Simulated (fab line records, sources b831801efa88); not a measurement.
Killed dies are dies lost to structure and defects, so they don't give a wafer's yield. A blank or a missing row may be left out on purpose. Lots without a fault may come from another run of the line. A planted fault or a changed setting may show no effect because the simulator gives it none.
A struck lot beside a sound one | flow gf180mcu | 14 steps out of a route of 602
Sound: wafers L561.2, L561.5, L561.6. Struck: wafers L549.1, L549.3, L549.5. The cause comes at the end.
At each step with rows: each side's tool, then ch and its chambers, then its first start. Under that, the readings that differ: sound wafers | struck wafers | difference of the means | sigmas: that difference in standard deviations of wafers without a fault.
alike: readings whose means differ by less than 2 such deviations, and words and numbers that are the same on both sides. not compared: withheld readings, readings that some wafer has no value for, bounds like >300 that may hide the same value, and numbers for which the record gives no deviation and whose values overlap.
The two part at a step that has a row with sigmas, a row that says differs or no value, or rows on one side only. Numbers that don't overlap but have no deviation are shown without sigmas and don't part them. A reading that every wafer of one side lacks parts them only if that side has two wafers or more.

GF_HV_LDD_CD_MEAS_31: target cd 400 nm.
  sound on cd_sem-01, day 19 06:59; struck on cd_sem-01, day 15 16:54
  alike: cd_nm
GF_HV_LDD_OVL_MEAS_32:
  sound on overlay-01, day 19 07:05; struck on overlay-02, day 15 17:01
  alike: HV_LDD_02_OVL
then, 4 steps without rows for these wafers: GF_HV_LDD_IMPLANT_33; GF_HV_LDD_IMPLANT_34; GF_HV_LDD_IMPLANT_35; GF_HV_LDD_IMPLANT_36.
GF_HV_LDD_STRIP_37: strips in O2/N2.
  sound on plasma_asher-03 ch 0,1, day 19 07:43; struck on plasma_asher-02 ch 1, day 15 17:39
  reading            | sound       | struck      | difference | sigmas
  heater_power_w (W) | 293 305 300 | 387 397 395 | +94        | +2
  alike: drypump_motor_current_A, oes_product_au, strip_time_to_endpoint_s
  not compared: rf_hours_counter_h
GF_HV_LDD_TW_MEAS_38:
  sound on film_metro-02, day 19 07:50; struck on film_metro-03, day 15 17:45
  alike: HV_LDD_3_TW
then, 4 steps without rows for these wafers: GF_HV_LDD_DEHYDRATE_39 (time 60 s); GF_HV_LDD_HMDS_40 (prime time 60 s); GF_HV_LDD_COAT_41 (resist thk 1000 nm); GF_HV_LDD_SOFTBAKE_42 (time 60 s).
GF_HV_LDD_EXPOSE_43: exposes mask Pplus HV AREA, target cd 400 nm.
  sound on iline_stepper-02 ch 0, day 19 20:32; struck on iline_stepper-02, day 16 04:25
  no value came back on the struck wafers for exposure_dose_mJ_cm2, focus_offset_nm (nm), na; on the sound wafers exposure_dose_mJ_cm2 reads 140.13 140.09 139.78
  reading                        | sound                | struck                  | difference | sigmas
  model.HV_LDD.overlay_y_nm (nm) | 0.5173 0.5173 0.5173 | -0.4826 -0.4826 -0.4826 | -0.9999    |
  model.HV_LDD.overlay_x_nm (nm) | -1.343 -1.343 -1.343 | -0.1516 -0.1516 -0.1516 | +1.1914    |
  alike: mask
then, 1 step without rows for these wafers: GF_HV_LDD_PEB_44.

WHERE THEY PART
First at GF_HV_LDD_STRIP_37; last, within this record, at GF_HV_LDD_EXPOSE_43.

WHY: what the simulator had put in
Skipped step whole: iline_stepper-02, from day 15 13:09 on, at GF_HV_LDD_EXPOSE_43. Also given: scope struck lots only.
